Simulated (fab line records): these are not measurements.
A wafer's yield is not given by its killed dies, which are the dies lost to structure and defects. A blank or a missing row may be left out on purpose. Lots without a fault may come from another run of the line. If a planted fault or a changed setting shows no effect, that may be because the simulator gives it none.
Which tool was responsible? + flow gf180mcu + 13 lots, 39 wafers sampled, at 4 steps of a route of 602

## WHAT THE GAUGES SHOWED, per wafer
GF_NWELL_OVL_MEAS_07.
| lot  | measured    | on         | NWELL_OVL (nm) |
|------|-------------|------------|----------------|
| L367 | day 3 07:01 | overlay-02 | 1.9 1.5 1.6    |
| L370 | day 4 00:04 | overlay-01 | 0.6 -1.9 0.4   |
| L371 | day 4 06:22 | overlay-01 | -0.1 -0.1 0.3  |
| L373 | day 4 15:04 | overlay-01 | -0.7 -0.2 -0.9 |
| L376 | day 5 09:14 | overlay-01 | 0.7 0.4 2.1    |
| L380 | day 6 08:31 | overlay-01 | -1.5 -1.8 -3.4 |
| L381 | day 6 13:20 | overlay-01 | -1.1 2.0 1.9   |
| L383 | day 7 01:04 | overlay-01 | 4.1 3.4 3.4    |
| L385 | day 7 10:02 | overlay-01 | 0.0 1.7 1.3    |
| L386 | day 7 15:36 | overlay-01 | -0.7 0.9 -0.3  |
| L388 | day 8 01:43 | overlay-01 | 0.4 -0.1 -0.4  |
| L389 | day 8 07:34 | overlay-02 | -0.5 -0.6 -1.7 |
| L390 | day 8 14:37 | overlay-01 | 0.1 0.1 -0.7   |

GF_DUAL_GATE_OVL_MEAS_11.
| lot  | measured     | on         | DUAL_GATE_OVL (nm) |
|------|--------------|------------|--------------------|
| L367 | day 8 07:14  | overlay-02 | -1.4 -1.1 -1.6     |
| L370 | day 9 05:55  | overlay-02 | -1.4 -1.0 -0.4     |
| L371 | day 9 12:27  | overlay-01 | -1.0 -1.1 -0.2     |
| L373 | day 10 00:01 | overlay-02 | -0.3 -0.4 0.7      |
| L376 | day 10 22:37 | overlay-01 | -1.0 -0.4 -1.8     |
| L380 | day 12 05:43 | overlay-02 | 0.7 -1.4 -1.3      |
| L381 | day 12 11:24 | overlay-02 | 0.0 0.3 -1.2       |
| L383 | day 13 03:43 | overlay-02 | -2.0 -2.2 -2.5     |
| L385 | day 13 17:31 | overlay-02 | -2.3 -0.6 -2.0     |
| L386 | day 13 21:45 | overlay-01 | -0.3 -0.6 0.1      |
| L388 | day 14 08:10 | overlay-01 | -2.5 -1.8 -2.4     |
| L389 | day 14 16:15 | overlay-02 | 0.5 0.9 0.6        |
| L390 | day 15 04:27 | overlay-02 | 0.9 0.4 -0.7       |

## WHAT TOOL EACH LOT RAN ON (gives the tool, then ch and the chambers of the sampled wafers, and finally the start)
| lot  | GF_VT_IMPLANT_EXPOSE_37            | GF_VT_IMPLANT_STRIP_42              |
|------|------------------------------------|-------------------------------------|
| L367 | ilineStepper-01 ch 0, day 7 04:32  | plasmaAsher-03 ch 0,1, day 7 12:22  |
| L370 | ilineStepper-01 ch 0, day 8 02:19  | plasmaAsher-02 ch 0,1, day 8 10:10  |
| L371 | ilineStepper-01 ch 0, day 8 08:46  | plasmaAsher-02 ch 0,1, day 8 17:02  |
| L373 | ilineStepper-01 ch 0, day 8 20:03  | plasmaAsher-01 ch 0,1, day 9 04:32  |
| L376 | ilineStepper-02 ch 0, day 9 16:55  | plasmaAsher-01 ch 0,1, day 10 01:59 |
| L380 | ilineStepper-02 ch 0, day 10 23:11 | plasmaAsher-03 ch 0,1, day 11 08:12 |
| L381 | ilineStepper-02 ch 0, day 11 05:08 | plasmaAsher-02 ch 1, day 11 14:05   |
| L383 | ilineStepper-01 ch 0, day 11 18:15 | plasmaAsher-02 ch 0,1, day 12 04:13 |
| L385 | ilineStepper-02 ch 0, day 12 05:32 | plasmaAsher-02 ch 0,1, day 12 14:49 |
| L386 | ilineStepper-02 ch 0, day 12 13:00 | plasmaAsher-02 ch 0,1, day 12 22:11 |
| L388 | ilineStepper-02 ch 0, day 12 23:12 | plasmaAsher-01 ch 0,1, day 13 08:48 |
| L389 | ilineStepper-02 ch 0, day 13 07:45 | plasmaAsher-01 ch 0,1, day 13 17:59 |
| L390 | ilineStepper-02 ch 0, day 13 17:11 | plasmaAsher-03 ch 0,1, day 14 03:35 |
- GF_VT_IMPLANT_EXPOSE_37: exposes mask Nwell HV AREA, target cd 860 nm.
- GF_VT_IMPLANT_STRIP_42: strips in O2/N2.

## WHAT THE TOOLS THEMSELVES READ (means of the sampled wafers that have a number; where no wafer has one, the mark that the record gives instead)
GF_VT_IMPLANT_EXPOSE_37.
| lot  | tool            | focusOffsetNm (nm) |
|------|-----------------|--------------------|
| L367 | ilineStepper-01 | 0.5                |
| L370 | ilineStepper-01 | 0.3                |
| L371 | ilineStepper-01 | 0.2                |
| L373 | ilineStepper-01 | -0.3               |
| L376 | ilineStepper-02 | -0.9               |
| L380 | ilineStepper-02 | -0.4               |
| L381 | ilineStepper-02 | -0.6               |
| L383 | ilineStepper-01 | 0.2                |
| L385 | ilineStepper-02 | 0.7                |
| L386 | ilineStepper-02 | 0.4                |
| L388 | ilineStepper-02 | 0.2                |
| L389 | ilineStepper-02 | -0.3               |
| L390 | ilineStepper-02 | -0.4               |

GF_VT_IMPLANT_STRIP_42.
| lot  | tool           | drypumpMotorCurrentA (A) | heaterPowerW (W) | oesProductAu (a.u.) | stripTimeToEndpointS (s) |
|------|----------------|--------------------------|------------------|---------------------|--------------------------|
| L367 | plasmaAsher-03 | 5.8                      | 349              | 0.720               | 12.67                    |
| L370 | plasmaAsher-02 | 5.3                      | 307              | 0.712               | 12.62                    |
| L371 | plasmaAsher-02 | 5.3                      | 308              | 0.717               | 12.63                    |
| L373 | plasmaAsher-01 | 5.8                      | 323              | 0.713               | 12.61                    |
| L376 | plasmaAsher-01 | 5.8                      | 330              | 0.716               | 12.64                    |
| L380 | plasmaAsher-03 | 5.8                      | 353              | 0.712               | 12.66                    |
| L381 | plasmaAsher-02 | 5.1                      | 311              | 0.715               | 12.63                    |
| L383 | plasmaAsher-02 | 5.3                      | 297              | 0.716               | 12.60                    |
| L385 | plasmaAsher-02 | 5.3                      | 308              | 0.714               | 12.64                    |
| L386 | plasmaAsher-02 | 5.3                      | 301              | 0.709               | 12.60                    |
| L388 | plasmaAsher-01 | 5.8                      | 327              | 0.715               | 12.60                    |
| L389 | plasmaAsher-01 | 5.8                      | 345              | 0.721               | 12.61                    |
| L390 | plasmaAsher-03 | 5.8                      | 348              | 0.720               | 12.61                    |

## THE ANSWER, worked out from the rows above alone
Rule: usual is defined by the lots themselves. The widest of any qualifying gaps counts: lots, ordered by their means at a reading, are off when they make up no more than a third of the lots, leave a main group of 4 or more, and stand apart from it by 3 or more times the standard deviation of that group's means. A main group whose means are all the same, to the digits that the tables above print for the reading, isn't used. A lot without any number at a reading at which 4 lots or more have one is off too. The other lots that the step has rows for count as sound. First the gauges in route order, then the tools' own readings, where a lot's mean is used as printed above. The first step at which some lot is off is used, and at that step the reading that is off furthest; a lot without a number counts as furthest.
None of the lots is off at any reading shown; this tells nothing.

## WHAT THE SIMULATOR HAD PUT IN
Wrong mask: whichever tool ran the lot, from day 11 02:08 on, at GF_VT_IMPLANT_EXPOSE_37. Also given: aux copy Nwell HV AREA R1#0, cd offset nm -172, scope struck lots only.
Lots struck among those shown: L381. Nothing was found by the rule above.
